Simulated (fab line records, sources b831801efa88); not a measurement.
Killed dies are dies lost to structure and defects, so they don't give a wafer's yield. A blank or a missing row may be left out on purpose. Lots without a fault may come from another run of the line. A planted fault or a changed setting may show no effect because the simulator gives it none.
A struck lot beside a sound one | flow gf180mcu | 29 steps out of a route of 602
Sound: wafers L624.1, L624.2, L624.6. Struck: wafer L633.2. (L633.4 of the same lot was not struck and is left out.) The cause comes at the end.
At each step with rows: each side's tool, then ch and its chambers, then its first start. Under that, the readings that differ: sound wafers | struck wafers | difference of the means | sigmas: that difference in standard deviations of wafers without a fault.
alike: readings whose means differ by less than 2 such deviations, and words and numbers that are the same on both sides. not compared: withheld readings, readings that some wafer has no value for, bounds like >300 that may hide the same value, and numbers for which the record gives no deviation and whose values overlap.
The two part at a step that has a row with sigmas, a row that says differs or no value, or rows on one side only. Numbers that don't overlap but have no deviation are shown without sigmas and don't part them. A reading that every wafer of one side lacks parts them only if that side has two wafers or more.

first, 5 steps without rows for these wafers: GF_V3_ETCH_17 (etches SiO2 in C4F8/O2/Ar, stops on TiN, target depth 635 nm); GF_V3_STRIP_18 (strips in O2/N2); GF_V3_STRIP_19 (strips in post etch residue remover, time 1200 s); GF_V3_CLEAN_20 (cleans in DIW); GF_V3_SPUTTER_21 (material Ti, target thk 15 nm, time 80.02 s).
GF_V3_SPUTTER_22: material TiN, target thk 10 nm, time 40 s.
  sound on pvd_sputter-03, day 25 07:36; struck on pvd_sputter-02, day 27 16:04
  alike: throttle_valve_pct
then, 1 step without rows for these wafers: GF_V3_CVD_23 (deposits W, target thk 350 nm, time 104.9 s).
GF_V3_RS_MEAS_24: measures by four-point-probe.
  sound on film_metro-02, day 25 07:45; struck on film_metro-03, day 27 16:14
  alike: V3_W_RS
GF_V3_THK_MEAS_25: measures by xrf.
  sound on film_metro-02, day 25 07:52; struck on film_metro-03, day 27 16:21
  alike: V3_W_THK
GF_V3_CMP_26: polishes, stops on SiO2, t overpolish 15 s, target thk 0 nm.
  sound on cmp-02 ch 1,2, day 25 07:59; struck on cmp-02 ch 0, day 27 16:24
  alike: motor_current_A, overpolish_run_s, time_to_endpoint_s
then, 2 steps without rows for these wafers: GF_M4_SPUTTER_00 (material Ti, target thk 37.5 nm, time 150 s); GF_M4_SPUTTER_01 (material TiN, target thk 30 nm, time 25 s).
GF_M4_SPUTTER_02: material AlCu, target thk 450 nm, time 23.9 s.
  sound on pvd_sputter-03, day 25 08:22; struck on pvd_sputter-03, day 27 16:50
  reading                                 | sound             | struck | difference | sigmas
  model.AlCu_of_M4_SPUTTER_02.thk_nm (nm) | 446.6 445.1 445.1 | 359.5  | -86.1      |
  alike: throttle_valve_pct
GF_M4_SPUTTER_03: material Ti, target thk 10 nm, time 6.7 s.
  sound on pvd_sputter-03, day 25 08:23; struck on pvd_sputter-03, day 27 16:52
  alike: throttle_valve_pct
GF_M4_SPUTTER_04: material TiN, target thk 50 nm, time 41.7 s.
  sound on pvd_sputter-03, day 25 08:25; struck on pvd_sputter-03, day 27 16:53
  alike: throttle_valve_pct
GF_M4_RS_MEAS_05: measures by four-point-probe.
  sound on film_metro-01, day 25 08:27; struck on film_metro-03, day 27 16:57
  reading             | sound                | struck | difference | sigmas
  M4_ALCU_RS (ohm/sq) | 0.0700 0.0703 0.0701 | 0.0872 | +0.0171    | +18
GF_M4_THK_MEAS_06: measures by xrf.
  sound on film_metro-01, day 25 08:34; struck on film_metro-03, day 27 17:04
  reading          | sound       | struck | difference | sigmas
  M4_ALCU_THK (nm) | 453 449 448 | 358    | -92        | -12
then, 7 steps without rows for these wafers: GF_M4_DEHYDRATE_07 (time 60 s); GF_M4_HMDS_08 (prime time 60 s); GF_M4_COAT_09 (resist thk 1000 nm); GF_M4_SOFTBAKE_10 (time 60 s); GF_M4_EXPOSE_11 (exposes mask Metal4, target cd 280 nm); GF_M4_PEB_12 (peb time 90 s); GF_M4_DEVELOP_13 (develop time 60 s).
GF_M4_CD_MEAS_14: target cd 280 nm.
  sound on cd_sem-02, day 26 05:07; struck on cd_sem-01, day 28 11:52
  alike: cd_nm
GF_M4_OVL_MEAS_15:
  sound on overlay-02, day 26 05:14; struck on overlay-02, day 28 11:59
  reading     | sound    | struck | difference | sigmas
  M4_OVL (nm) | -5 -9 -7 | 5      | +12        | +2
GF_M4_METAL_ETCH_16: etches the open film in Cl2/BCl3, stops on SiO2, target depth 627.5 nm, time 104.6 s.
  sound on rie_metal-04 ch 0,1, day 26 05:16; struck on rie_metal-04 ch 1, day 28 12:01
  reading                | sound                | struck | difference | sigmas
  oes_product_au (a.u.)  | 0.967 0.969 0.966    | 0.876  | -0.091     | -13
  throttle_valve_pct (%) | 28.240 28.253 28.244 | 28.335 | +0.089     | +8
  alike: drypump_motor_current_A, he_backside_leak_sccm
  not compared: rf_hours_counter_h
GF_M4_STRIP_17: strips in O2/N2.
  sound on plasma_asher-02 ch 0,1, day 26 05:22; struck on plasma_asher-02 ch 0, day 28 12:07
  alike: drypump_motor_current_A, heater_power_w, oes_product_au, strip_time_to_endpoint_s
  not compared: rf_hours_counter_h
-- the record jumps here: 5 days lie between the struck wafers' starts before and after (it left off in module M4 and takes up again in module PASSIVATION, whose first step shown is number 602 of the route) --
GF_PASSIVATION_PROBE_99:
  sound on prober-01, day 31 09:59; struck on prober-01, day 33 06:29
  reading                      | sound                  | struck  | difference | sigmas
  model.etest.met4.line_ohm_um | 0.2671 0.2604 0.2623   | 0.3197  | +0.0564    |
  model.etest.met4.rs_ohm_sq   | 0.0726 0.07159 0.07218 | 0.08988 | +0.01776   |

WHERE THEY PART
First at GF_M4_RS_MEAS_05; last, within this record, at GF_M4_METAL_ETCH_16. Later steps at which nothing parts them and some readings are alike: GF_M4_STRIP_17.

WHY: what the simulator had put in
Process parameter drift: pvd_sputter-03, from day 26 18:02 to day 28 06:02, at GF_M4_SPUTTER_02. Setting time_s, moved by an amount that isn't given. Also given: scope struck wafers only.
